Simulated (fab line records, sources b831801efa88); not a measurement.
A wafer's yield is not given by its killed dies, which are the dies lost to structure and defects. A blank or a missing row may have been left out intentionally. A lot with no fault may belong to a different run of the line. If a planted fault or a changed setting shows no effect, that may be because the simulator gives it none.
Chamber matching :: flow gf180mcu :: 4 sister chambers for GF_V1_CMP_26 on cmp-01
The step polishes, stops on SiO2, t overpolish 15 s, target thk 0 nm. 18 wafers are shown with their chamber, then 9 later ones without.

WAFERS WITH THEIR CHAMBER
wafer: L074.1
chamber: 1
motor-current-A (A): 12.4
time-to-endpoint-s (s): 85
platen-rpm (rpm): 60.05

wafer: L074.2
chamber: 3
motor-current-A (A): 12.3
time-to-endpoint-s (s): 85
platen-rpm (rpm): 60.00

wafer: L074.6
chamber: 2
motor-current-A (A): 10.5
time-to-endpoint-s (s): 84
platen-rpm (rpm): 60.03

wafer: L077.2
chamber: 3
motor-current-A (A): 12.0
time-to-endpoint-s (s): 79
platen-rpm (rpm): 59.97

wafer: L077.5
chamber: 2
motor-current-A (A): 9.7
time-to-endpoint-s (s): 83
platen-rpm (rpm): 59.97

wafer: L077.6
chamber: 3
motor-current-A (A): 11.8
time-to-endpoint-s (s): 82
platen-rpm (rpm): 59.95

wafer: L079.1
chamber: 1
motor-current-A (A): 13.3
time-to-endpoint-s (s): 87
platen-rpm (rpm): 60.00

wafer: L079.2
chamber: 3
motor-current-A (A): 12.3
time-to-endpoint-s (s): 84
platen-rpm (rpm): 59.97

wafer: L079.5
chamber: 1
motor-current-A (A): 12.8
time-to-endpoint-s (s): 84
platen-rpm (rpm): 59.98

wafer: L082.1
chamber: 1
motor-current-A (A): 12.5
time-to-endpoint-s (s): 89
platen-rpm (rpm): 60.05

wafer: L082.4
chamber: 0
motor-current-A (A): 9.8
time-to-endpoint-s (s): 87
platen-rpm (rpm): 60.06

wafer: L082.6
chamber: 0
motor-current-A (A): 9.5
time-to-endpoint-s (s): 87
platen-rpm (rpm): 60.02

wafer: L085.2
chamber: 0
motor-current-A (A): 9.7
time-to-endpoint-s (s): 85
platen-rpm (rpm): 59.94

wafer: L085.3
chamber: 3
motor-current-A (A): 12.7
time-to-endpoint-s (s): 88
platen-rpm (rpm): 59.99

wafer: L085.6
chamber: 3
motor-current-A (A): 11.9
time-to-endpoint-s (s): 88
platen-rpm (rpm): 59.97

wafer: L088.2
chamber: 3
motor-current-A (A): 12.0
time-to-endpoint-s (s): 84
platen-rpm (rpm): 60.01

wafer: L088.3
chamber: 1
motor-current-A (A): 13.1
time-to-endpoint-s (s): 88
platen-rpm (rpm): 59.97

wafer: L088.6
chamber: 2
motor-current-A (A): 10.3
time-to-endpoint-s (s): 88
platen-rpm (rpm): 60.01

SIGNATURES (averages over the wafers above)
reading: motor-current-A
chamber 0: 9.667
chamber 1: 12.820
chamber 2: 10.167
chamber 3: 12.143
scatter within a chamber: 0.334

reading: time-to-endpoint-s
chamber 0: 86.33
chamber 1: 86.60
chamber 2: 85.00
chamber 3: 84.29
scatter within a chamber: 2.61

reading: platen-rpm
chamber 0: 60.0067
chamber 1: 60.0100
chamber 2: 60.0033
chamber 3: 59.9800
scatter within a chamber: 0.0356
Rule: distance of a wafer from a chamber = root of the sum over the readings of ((wafer's reading minus chamber's mean) / reading's scatter) squared. The wafer belongs to the nearest chamber; if the next one is less than 2 further off, it can't be placed. The scatter is the square root of a quotient: the sum, over the shown wafers, of each reading's squared deviation from its chamber's mean, divided by wafers minus chambers.

WAFERS MISSING THEIR CHAMBER
wafer: L087.1
motor-current-A (A): 9.1
time-to-endpoint-s (s): 86
platen-rpm (rpm): 60.01

wafer: L087.3
motor-current-A (A): 9.9
time-to-endpoint-s (s): 87
platen-rpm (rpm): 60.03

wafer: L087.4
motor-current-A (A): 11.4
time-to-endpoint-s (s): 91
platen-rpm (rpm): 59.97

wafer: L089.2
motor-current-A (A): 12.3
time-to-endpoint-s (s): 85
platen-rpm (rpm): 59.95

wafer: L089.4
motor-current-A (A): 12.6
time-to-endpoint-s (s): 85
platen-rpm (rpm): 60.01

wafer: L089.5
motor-current-A (A): 12.9
time-to-endpoint-s (s): 83
platen-rpm (rpm): 59.99

wafer: L097.2
motor-current-A (A): 11.6
time-to-endpoint-s (s): 86
platen-rpm (rpm): 60.04

wafer: L097.3
motor-current-A (A): 12.6
time-to-endpoint-s (s): 86
platen-rpm (rpm): 60.04

wafer: L097.6
motor-current-A (A): 12.9
time-to-endpoint-s (s): 86
platen-rpm (rpm): 60.04

THE CHAMBER EACH PASSED THROUGH
wafer: L087.1
from the rows above: can't be placed: 0 or 2
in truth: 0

wafer: L087.3
from the rows above: can't be placed: 0 or 2
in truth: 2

wafer: L087.4
from the rows above: can't be placed: 3 or 2 or 1
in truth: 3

wafer: L089.2
from the rows above: can't be placed: 3 or 1
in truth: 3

wafer: L089.4
from the rows above: can't be placed: 1 or 3
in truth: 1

wafer: L089.5
from the rows above: can't be placed: 1 or 3
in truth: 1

wafer: L097.2
from the rows above: can't be placed: 3 or 1
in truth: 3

wafer: L097.3
from the rows above: can't be placed: 1 or 3
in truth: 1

wafer: L097.6
from the rows above: can't be placed: 1 or 3
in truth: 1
Placed correctly: 0 of 9. From these rows, 9 cannot be placed; in 9 the true chamber is one of the candidates. Wrongly placed: 0.
